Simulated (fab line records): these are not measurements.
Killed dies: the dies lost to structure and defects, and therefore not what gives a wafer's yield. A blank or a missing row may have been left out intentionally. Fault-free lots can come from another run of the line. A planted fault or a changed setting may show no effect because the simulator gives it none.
Code-filled problem report in 8D (eight disciplines) form + flow gf180mcu + the parts of the form that need people (team, actions taken, sign-off) are left out

== 1. THE ISSUE ==
Mean of chamber_pressure_pa at GF_SALICIDE_SPUTTER_03: 0.3627 Pa across 2 wafers in 2 lots; on wafers with no fault it is 0.3999 Pa (standard deviation 0.00084). That puts it -44 standard deviations away from the usual mean.
The step: material TiN, target thk 20 nm, time 16.7 s.
Earliest sighting: wafer L377.4 on pvd_sputter-01 at day 19 05:34. The record has a number at this step for 42 wafers belonging to 14 lots. Rule for "out" (also "out of limits"): further than 4 standard deviations from the usual mean. Any other wafer with a number is counted as sound.

== 2. WHAT IT IS; WHAT IT IS NOT ==
| question                    | is                  | is not                                                                                                   |
|-----------------------------|---------------------|----------------------------------------------------------------------------------------------------------|
| which readings at this step | chamber_pressure_pa | throttle_valve_pct                                                                                       |
| which lots                  | L377, L378          | L367, L368, L371, L372, L374, L376, L382, L386, L387, L388, L389, L390                                   |
| which wafers of those lots  | L377.4, L378.3      | L377.2, L377.3, L378.4, L378.5                                                                           |
| read on which tools         | pvd_sputter-01      | pvd_sputter-02, pvd_sputter-04                                                                           |
| when                        | from day 19 05:34   | up to then (20 sound wafers); but 20 sound wafers of L378, L382, L386, L387, L388, L389, L390 came after |

== 3. WHAT RULES OUT EACH SUSPECT ==
Counting: if a tool at a process step up to the reading ran every lot that is out, it stays a suspect. Sound lots after the first of them don't rule it out here, since some wafers of a struck lot are sound.
- pvd_sputter-01 at GF_SALICIDE_SPUTTER_03 (material TiN, target thk 20 nm, time 16.7 s): kept. Ran every lot that is out, first one L377 (day 19 05:34); last sound lot up to then L376 (day 18 17:35). On those wafers its own readings are out: chamber_pressure_pa.
Remaining after the count: pvd_sputter-01 at GF_SALICIDE_SPUTTER_03.

== 4. THE CAUSE (what the simulator had put in) ==
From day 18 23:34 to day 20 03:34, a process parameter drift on pvd_sputter-01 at GF_SALICIDE_SPUTTER_03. A move of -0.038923 in setting chamber_pressure_pa, from 0.4. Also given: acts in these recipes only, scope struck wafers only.
Counting left only this tool.

== 5. THE CHAIN OF EFFECTS, in route order ==
Each row: a reading where the mean over the struck wafers with a number is more than 3 standard deviations away from the usual. Only readings for which the record gives a usual standard deviation are gone through. hours: the time from each lot's start at the first step in this table that gives one to its start at this step, as a median over the lots. sigmas: the change in usual standard deviations.
| hours | step                   | reading             | usual     | on struck wafers | change  | sigmas |
|-------|------------------------|---------------------|-----------|------------------|---------|--------|
| 0     | GF_SALICIDE_SPUTTER_03 | chamber_pressure_pa | 0.3999 Pa | 0.3627           | -0.0372 | -44    |
Its process steps:
- GF_SALICIDE_SPUTTER_03: material TiN, target thk 20 nm, time 16.7 s.
Later steps that measure or inspect, where all struck wafers having a row at the step show a number for every such reading and not one has moved that far: GF_CONTACT_THK_MEAS_01.

== 6. WHAT WOULD HAVE CAUGHT IT SOONER ==
First out-of-limits reading in this record: day 19 05:34, which is 6 hours after fault onset at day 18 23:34.
